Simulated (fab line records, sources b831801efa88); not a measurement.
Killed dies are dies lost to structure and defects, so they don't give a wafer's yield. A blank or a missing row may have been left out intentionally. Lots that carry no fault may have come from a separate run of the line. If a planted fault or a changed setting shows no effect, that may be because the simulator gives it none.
A single fault, viewed from 2 desks + flow sky130 + every desk sees just its own numbers, and what lay behind them comes last

== METROLOGY DESK ==
Lot by lot, what the gauges showed, no matter which tool ran the lot: averages of those sampled wafers that carry a number. Any lot whose mean is over 4 standard deviations away from the usual mean is out of limits and marked OUT; that distance is given in the brackets.
Columns: A = NWELL_2_TW at SKY_NWELL_TW_MEAS_26, usual 492.9; B = VT_ADJUST_HVTP_TW at SKY_VT_ADJUST_HVTP_TW_MEAS_11, usual 1349
| lot  | first seen here | A     | B    |
|------|-----------------|-------|------|
| L759 | day 5 05:35     | 493.2 | 1357 |
| L760 | day 5 15:31     | 492.9 | 1353 |
| L761 | day 5 23:36     | 492.5 | 1358 |
| L763 | day 6 09:31     | 492.8 | 1346 |
| L764 | day 6 15:10     | 499.8 | 1347 |
| L766 | day 7 01:41     | 491.6 | 1347 |
| L768 | day 7 11:59     | 493.6 | 1355 |
| L771 | day 8 09:40     | 496.0 | 1345 |
| L776 | day 9 18:16     | 492.2 | 1352 |
| L777 | day 10 00:14    | 494.7 | 1347 |
| L779 | day 10 06:18    | 494.2 | 1346 |
| L780 | day 10 14:09    | 494.4 | 1340 |
| L781 | day 11 00:16    | 490.5 | 1342 |
Result from this desk: across the 13 lots, nothing is out of limits.

== FOR THE TOOL OWNER'S DESK: plasma-asher-03 ==
The tool's own readings at SKY_VT_ADJUST_LVTN_STRIP_20 (strips in O2/N2): means of the sampled wafers that have a number, for each lot that ran on this tool. Any lot whose mean is over 4 standard deviations away from the usual mean is out of limits and marked OUT; that distance is given in the brackets.
Columns: A = drypump-motor-current-A at SKY_VT_ADJUST_LVTN_STRIP_20, usual 5.36 A; B = o2-flow-sccm at SKY_VT_ADJUST_LVTN_STRIP_20, usual 3001 sccm; C = oes-product-au at SKY_VT_ADJUST_LVTN_STRIP_20, usual 0.716 a.u.; D = strip-time-to-endpoint-s at SKY_VT_ADJUST_LVTN_STRIP_20, usual 14.18 s
| lot  | first seen here | A    | B              | C     | D     |
|------|-----------------|------|----------------|-------|-------|
| L759 | day 7 15:27     | 5.43 | 2995           | 0.718 | 14.20 |
| L764 | day 9 04:14     | 5.43 | 3006           | 0.717 | 14.17 |
| L766 | day 9 15:40     | 5.42 | 3005           | 0.715 | 14.21 |
| L776 | day 12 16:40    | 5.51 | 3402 (+44) OUT | 0.719 | 14.03 |
| L777 | day 12 22:09    | 5.50 | 3401 (+43) OUT | 0.720 | 14.08 |
This desk's finding: out of limits on L776, L777; first on L776, day 12 16:40 (o2-flow-sccm at SKY_VT_ADJUST_LVTN_STRIP_20). L759, L764, L766: within limits.

== TAKEN TOGETHER ==
On L776, L777, at day 12 16:40, an alarm was possible from the tool owner's desk.
Nothing out of limits was seen by the metrology desk.
The metrology desk holds a record of L776, L777, inside its limits.
Every lot named ran SKY_VT_ADJUST_LVTN_STRIP_20 on plasma-asher-03.

== WHAT THE SIMULATOR PUT IN ==
plasma-asher-03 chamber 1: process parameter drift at SKY_VT_ADJUST_LVTN_STRIP_20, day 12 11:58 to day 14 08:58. Setting o2-flow-sccm, moved by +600, from 3000. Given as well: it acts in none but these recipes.
Shown lots that were struck: L776, L777.
Each desk's first reading out of limits, in hours after the fault started: the tool owner's desk, 5.
